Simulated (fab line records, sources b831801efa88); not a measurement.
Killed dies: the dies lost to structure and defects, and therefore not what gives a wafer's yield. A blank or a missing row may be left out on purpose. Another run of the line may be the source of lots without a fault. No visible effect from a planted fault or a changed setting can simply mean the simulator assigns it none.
Which tool is to blame?	flow sfqLine	14 lots with 42 wafers sampled at 6 steps, on a route of 325 steps

## WHAT EACH GAUGE READ, for each wafer
SFQ_INCOMING_BOW_MEAS_900. Usual: INCOMING_BOW gives -1 um (standard deviation 6.8).
lot	measured	on	INCOMING_BOW (um)	flag
L647	day 1 10:01	filmMetro-04	3 -1 1	
L648	day 1 15:00	filmMetro-01	-4 8 4	
L649	day 1 20:01	filmMetro-01	8 -1 -15	
L651	day 2 06:04	filmMetro-01	-5 -11 0	
L653	day 2 16:00	filmMetro-04	11 6 -3	
L654	day 2 21:00	filmMetro-03	-7 7 -3	
L656	day 3 07:01	filmMetro-04	0 9 7	
L658	day 3 17:02	filmMetro-01	3 -2 23	
L660	day 4 03:00	filmMetro-04	5 1 -2	
L662	day 4 13:01	filmMetro-04	1 9 -5	
L665	day 5 04:01	filmMetro-04	0 1 -8	
L666	day 5 09:04	filmMetro-04	-10 -5 -4	
L667	day 5 14:01	filmMetro-03	3 16 -2	
L670	day 6 05:00	filmMetro-03	1 8 0	

SFQ_M2_RS_MEAS_914: measurement is done with a four-point probe. Usual: M2_NB_RS gives 0.892 ohm/sq (standard deviation 0.009).
lot	measured	on	M2_NB_RS (ohm/sq)	flag
L647	day 28 02:37	filmMetro-01	0.889 0.885 0.893	
L648	day 28 06:13	filmMetro-03	0.910 0.899 0.898	
L649	day 28 20:01	filmMetro-03	0.878 0.879 0.889	
L651	day 29 10:37	filmMetro-01	0.899 0.903 0.901	
L653	day 31 03:32	filmMetro-03	0.885 0.889 0.887	
L654	day 31 09:31	filmMetro-02	0.897 0.900 0.902	
L656	day 32 04:08	filmMetro-01	0.891 0.896 0.890	
L658	day 32 13:45	filmMetro-02	0.893 0.895 0.890	
L660	day 32 18:31	filmMetro-03	1.112 1.119 1.114	OFF
L662	day 32 22:08	filmMetro-01	1.134 1.135 1.134	OFF
L665	day 33 04:08	filmMetro-02	0.885 0.872 0.878	
L666	day 33 05:53	filmMetro-01	0.886 0.900 0.897	
L667	day 33 08:14	filmMetro-03	0.876 0.886 0.885	
L670	day 33 14:13	filmMetro-01	0.900 0.894 0.893	

SFQ_I3_OVL_MEAS_923. Usual: I3_OVL gives -2 nm (standard deviation 5.6).
lot	measured	on	I3_OVL (nm)	flag
L647	day 35 07:46	overlay-01	-9 -3 -3	
L648	day 35 21:35	overlay-02	3 2 4	
L649	day 41 01:25	overlay-01	9 -1 10	
L651	day 47 11:04	overlay-02	-4 1 -1	
L653	day 47 18:15	overlay-01	9 2 6	
L654	day 47 23:03	overlay-01	-3 1 -2	
L656	day 49 08:53	overlay-02	-6 -1 -1	
L658	day 50 00:14	overlay-01	-5 -4 -7	
L660	day 50 08:26	overlay-01	3 9 0	
L662	day 55 19:59	overlay-01	0 4 0	
L665	day 56 04:23	overlay-02	-6 -8 4	
L666	day 56 05:35	overlay-02	-7 -7 -4	
L667	day 56 06:47	overlay-02	-8 -3 -5	
L670	day 56 12:54	overlay-02	4 3 -7	

## WHICH TOOL RAN EACH LOT (tool, then ch and the chambers of the sampled wafers, then the start)
lot	SFQ_TRILAYER_M2_DEP_SPUTTER_055	SFQ_TRILAYER_M2_ETCH_METAL_ETCH_060	SFQ_TRILAYER_M3_STRIP_STRIP_079
L647	pvdSputter-04, day 28 02:30	rieMetal-02 ch 0,1, day 28 05:07	rieMetal-01 ch 0,1, day 34 19:53
L648	pvdSputter-05, day 28 06:07	rieMetal-03 ch 0,1, day 28 08:44	rieMetal-01 ch 0,1, day 35 10:17
L649	pvdSputter-04, day 28 19:55	rieMetal-02 ch 0,1, day 34 10:10	rieMetal-01 ch 0,1, day 40 17:52
L651	pvdSputter-03, day 29 10:27	rieMetal-04 ch 0,1, day 35 05:24	rieMetal-01 ch 0,1, day 41 12:04
L653	pvdSputter-04, day 31 03:26	rieMetal-02 ch 0,1, day 37 00:41	rieMetal-03 ch 0,1, day 41 21:34
L654	pvdSputter-03, day 31 09:25	rieMetal-04 ch 0,1, day 37 08:01	rieMetal-04 ch 0,1, day 41 22:46
L656	pvdSputter-03, day 32 04:01	rieMetal-02 ch 0,1, day 37 23:44	rieMetal-04 ch 0,1, day 44 12:14
L658	pvdSputter-03, day 32 13:37	rieMetal-03 ch 0,1, day 38 06:58	rieMetal-03 ch 1, day 49 16:01
L660	pvdSputter-03, day 32 18:25	rieMetal-04 ch 0,1, day 38 14:08	rieMetal-01 ch 0,1, day 50 01:01
L662	pvdSputter-03, day 32 22:01	rieMetal-03 ch 1, day 38 18:56	rieMetal-03 ch 0, day 50 07:01
L665	pvdSputter-04, day 33 04:01	rieMetal-02 ch 0,1, day 39 05:44	rieMetal-01 ch 0,1, day 50 16:13
L666	pvdSputter-05, day 33 05:46	rieMetal-04 ch 0,1, day 39 08:10	rieMetal-04 ch 0,1, day 50 17:45
L667	pvdSputter-04, day 33 08:08	rieMetal-03 ch 0,1, day 39 09:20	rieMetal-01 ch 0,1, day 50 18:37
L670	pvdSputter-04, day 33 14:08	rieMetal-02 ch 0,1, day 39 15:20	rieMetal-01 ch 0,1, day 50 23:25
- SFQ_TRILAYER_M2_DEP_SPUTTER_055: material Nb, target thk 200 nm, time 133.3 s.
- SFQ_TRILAYER_M2_ETCH_METAL_ETCH_060: etches Nb in Cl2/Ar, stops on SiO2, target depth 240 nm, time 120 s.
- SFQ_TRILAYER_M3_STRIP_STRIP_079: strips in O2.

## WHAT THE TOOLS THEMSELVES READ (means of the sampled wafers that have a number; where no wafer has one, the mark that the record gives instead)
SFQ_TRILAYER_M2_DEP_SPUTTER_055. Usual: basePressurePa 1.32e-06 Pa, standard deviation 8.9e-08; cathodeDcPowerW 2000.0 W, standard deviation 0.38; throttleValvePct 29.9 %, standard deviation 0.88.
lot	tool	basePressurePa (Pa)	cathodeDcPowerW (W)	throttleValvePct (%)	flag
L647	pvdSputter-04	1.40e-06	1999.8	30.7	
L648	pvdSputter-05	1.31e-06	2000.1	30.3	
L649	pvdSputter-04	1.32e-06	1999.9	29.7	
L651	pvdSputter-03	1.31e-06	2000.2	29.3	
L653	pvdSputter-04	1.29e-06	2000.2	30.3	
L654	pvdSputter-03	1.34e-06	1999.9	29.3	
L656	pvdSputter-03	1.26e-06	2000.0	29.3	
L658	pvdSputter-03	1.38e-06	2000.2	29.8	
L660	pvdSputter-03	1.46e-06	1588.2	29.4	OFF
L662	pvdSputter-03	1.35e-06	1587.4	29.3	OFF
L665	pvdSputter-04	1.28e-06	2000.3	29.7	
L666	pvdSputter-05	1.36e-06	2000.0	30.4	
L667	pvdSputter-04	1.31e-06	2000.0	30.2	
L670	pvdSputter-04	1.31e-06	2000.5	29.5	

SFQ_TRILAYER_M2_ETCH_METAL_ETCH_060. Usual: drypumpMotorCurrentA 6.1 A, standard deviation 0.45; oesProductAu 0.893 a.u., standard deviation 0.0068.
lot	tool	drypumpMotorCurrentA (A)	oesProductAu (a.u.)	flag
L647	rieMetal-02	6.7	0.899	
L648	rieMetal-03	5.7	0.883	
L649	rieMetal-02	6.5	0.902	
L651	rieMetal-04	5.9	0.890	
L653	rieMetal-02	6.6	0.898	
L654	rieMetal-04	6.1	0.886	
L656	rieMetal-02	6.7	0.897	
L658	rieMetal-03	6.0	0.890	
L660	rieMetal-04	5.9	0.787	OFF
L662	rieMetal-03	6.3	0.783	OFF
L665	rieMetal-02	6.5	0.902	
L666	rieMetal-04	5.9	0.890	
L667	rieMetal-03	6.0	0.901	
L670	rieMetal-02	6.5	0.894	

SFQ_TRILAYER_M3_STRIP_STRIP_079. Usual: drypumpMotorCurrentA 5.90 A, standard deviation 0.27; oesProductAu 0.998 a.u., standard deviation 0.0067.
lot	tool	drypumpMotorCurrentA (A)	oesProductAu (a.u.)	flag
L647	rieMetal-01	5.88	0.999	
L648	rieMetal-01	5.86	0.994	
L649	rieMetal-01	5.87	0.994	
L651	rieMetal-01	5.87	0.995	
L653	rieMetal-03	5.99	0.996	
L654	rieMetal-04	5.84	1.004	
L656	rieMetal-04	5.88	1.003	
L658	rieMetal-03	6.29	1.002	
L660	rieMetal-01	5.81	1.000	
L662	rieMetal-03	5.45	0.989	
L665	rieMetal-01	5.81	1.005	
L666	rieMetal-04	6.03	0.998	
L667	rieMetal-01	5.79	1.002	
L670	rieMetal-01	5.81	0.999	

## THE ANSWER, worked out from the rows above alone
Rule: a lot counts as off when the mean over its wafers that have a number is more than 3 standard deviations away from the usual mean. A lot without any number at a reading at which 4 lots or more have one is off too. Any other lot the step has rows for is counted as sound. Order of review: gauges by route order, followed by the tools' own readings, for which a lot's mean as printed above is used. At the first step where some lot is off, the reading lying furthest off is the one used; lots without a number count as furthest.
Off: L660, L662, at SFQ_M2_RS_MEAS_914 (M2_NB_RS).
If a tool, at a process step before that reading, ran all the lots that are off and no sound lot after the first of them, it fits. The gauges at SFQ_M2_RS_MEAS_914 aren't tried: what is off there is off at SFQ_TRILAYER_M2_DEP_SPUTTER_055 too, on other tools, and a gauge's error can't cause that. One fits: pvdSputter-03 at SFQ_TRILAYER_M2_DEP_SPUTTER_055. A fault onset in the window from L658 (day 32 13:37, its last sound lot) to L660 (day 32 18:25, its first lot off) fits.
The tool's own readings at SFQ_TRILAYER_M2_DEP_SPUTTER_055 bear it out: on the lots that are off they differ by more than 5 times the standard deviation of the sound lots' means. cathodeDcPowerW reads 1587.8 W there against 2000.1 W on the sound lots.

## WHAT WAS PUT IN BY THE SIMULATOR
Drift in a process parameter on pvdSputter-03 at SFQ_TRILAYER_M2_DEP_SPUTTER_055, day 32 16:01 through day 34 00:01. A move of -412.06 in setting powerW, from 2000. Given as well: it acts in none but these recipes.
Lots struck among those shown: L660, L662. The rule above found the same.
